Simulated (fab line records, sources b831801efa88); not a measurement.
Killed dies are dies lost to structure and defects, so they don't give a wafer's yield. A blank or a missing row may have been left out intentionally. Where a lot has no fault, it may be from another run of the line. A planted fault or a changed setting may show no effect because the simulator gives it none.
Struck lot and sound lot, side by side -- flow sky130 -- 15 out of 708 route steps
Sound: these wafers, L650.2, L650.4, L650.6. The struck wafers were L661.1, L661.2, L661.4. The cause is named last.
For every step that has rows: the tool of each side, followed by ch and its chambers, followed by its first start. Under that, the readings that differ: sound wafers -- struck wafers -- difference of the means -- sigmas: that difference in standard deviations of wafers without a fault.
alike: same words and numbers on both sides, and readings whose means sit less than 2 such deviations apart. not compared: any withheld reading, any reading some wafer has no value for, any bound like >300 that may hide the same value, and any number with overlapping values for which the record gives no deviation.
A row with sigmas, a row that says differs or no value, or rows on one side alone: a step with any of these is where the two part. When numbers do not overlap yet have no deviation, they are printed without sigmas and do not part them. A reading that every wafer of one side lacks parts them only if that side has two wafers or more.

SKY_LI_CONTACT_CD_MEAS_12: target cd 170 nm.
  struck on cd_sem-02, day 33 02:21; sound on cd_sem-01, day 29 08:59
reading,sound,struck,difference,sigmas
cd_nm (nm),166.6 167.5 166.9,168.9 172.7 171.5,+4.0,+3
SKY_LI_CONTACT_OVL_MEAS_13:
  struck on overlay-01, day 33 02:28; sound on overlay-01, day 29 09:05
  alike: LI_CONTACT_OVL
then, 1 step without rows for these wafers: SKY_LI_CONTACT_ETCH_14 (etches BARC in N2/H2, stops on SiO2, time 45.9 s, target depth 60 nm).
SKY_LI_CONTACT_ETCH_15: etches PSG in C4F8/O2/Ar, stops on Si, target depth 600 nm.
  sound on rie_diel-02 ch 0,2, day 29 09:10; struck on rie_diel-02 ch 0,1,2, day 33 02:33
  alike: oes_product_au
then, 3 steps without rows for these wafers: SKY_LI_CONTACT_STRIP_16 (strips in O2/N2); SKY_LI_CONTACT_CLEAN_17 (cleans in NMP, time 600 s); SKY_LI_CONTACT_PRE_CLEAN_18 (time 5.6 s).
SKY_LI_CONTACT_SPUTTER_19: material Ti, target thk 20 nm, time 106.37 s.
  struck on pvd_sputter-04, day 33 02:56; sound on pvd_sputter-04, day 29 09:43
  alike: substrate_temp_c, throttle_valve_pct
SKY_LI_CONTACT_SPUTTER_20: material TiN, target thk 20 nm, time 80 s.
  struck on pvd_sputter-04, day 33 03:00; sound on pvd_sputter-04, day 29 09:47
  alike: throttle_valve_pct
SKY_LI_CONTACT_CVD_21: deposits W, target thk 400 nm, time 120.56 s.
  sound on cvd_w-02 ch 0,1, day 29 09:51; struck on cvd_w-02 ch 0,1, day 33 03:04
  alike: heater_power_w
SKY_LI_CONTACT_RS_MEAS_22: measures by four-point-probe.
  struck on film_metro-03, day 33 03:11; sound on film_metro-01, day 29 09:59
  alike: LI_CONTACT_W_RS
SKY_LI_CONTACT_THK_MEAS_23: measures by xrf.
  struck on film_metro-03, day 33 03:19; sound on film_metro-01, day 29 10:06
  alike: LI_CONTACT_W_THK
SKY_LI_CONTACT_CMP_24: polishes, stops on PSG, t overpolish 20 s, target thk 0 nm.
  sound on cmp-02 ch 1,2,3, day 29 10:09; struck on cmp-02 ch 1,2,3, day 33 03:22
reading,sound,struck,difference,sigmas
platen_rpm (rpm),60.01 60.07 60.04,66.02 65.96 66.01,+5.96,+99 or more
time_to_endpoint_s (s),94 95 101,90 89 89,-7,-2
  alike: motor_current_A, overpolish_run_s
SKY_LOCAL_INTERCONNECT_SPUTTER_00: material TiN, target thk 100 nm, time 83.3 s.
  struck on pvd_sputter-02, day 33 03:40; sound on pvd_sputter-03, day 29 10:27
  alike: substrate_temp_c, throttle_valve_pct
-- the record jumps here: 16 days lie between the struck wafers' starts before and after (it left off in module LOCAL_INTERCONNECT and takes up again in module PAD_OPEN, whose first step shown is number 708 of the route) --
SKY_PAD_OPEN_PROBE_99:
  struck on prober-02, day 48 17:57; sound on prober-02, day 45 22:30
  alike: killed_at_M0_to_M3, killed_at_M4_up, killed_at_contacts, killed_at_front_end, killed_at_other, killed_dies, killed_open, killed_short

WHERE THEY PART
Last at SKY_LI_CONTACT_CMP_24 as far as this record goes, first at SKY_LI_CONTACT_CD_MEAS_12. Later steps at which nothing parts them and some readings are alike: SKY_LOCAL_INTERCONNECT_SPUTTER_00, SKY_PAD_OPEN_PROBE_99.

WHY: whatever the simulator had introduced
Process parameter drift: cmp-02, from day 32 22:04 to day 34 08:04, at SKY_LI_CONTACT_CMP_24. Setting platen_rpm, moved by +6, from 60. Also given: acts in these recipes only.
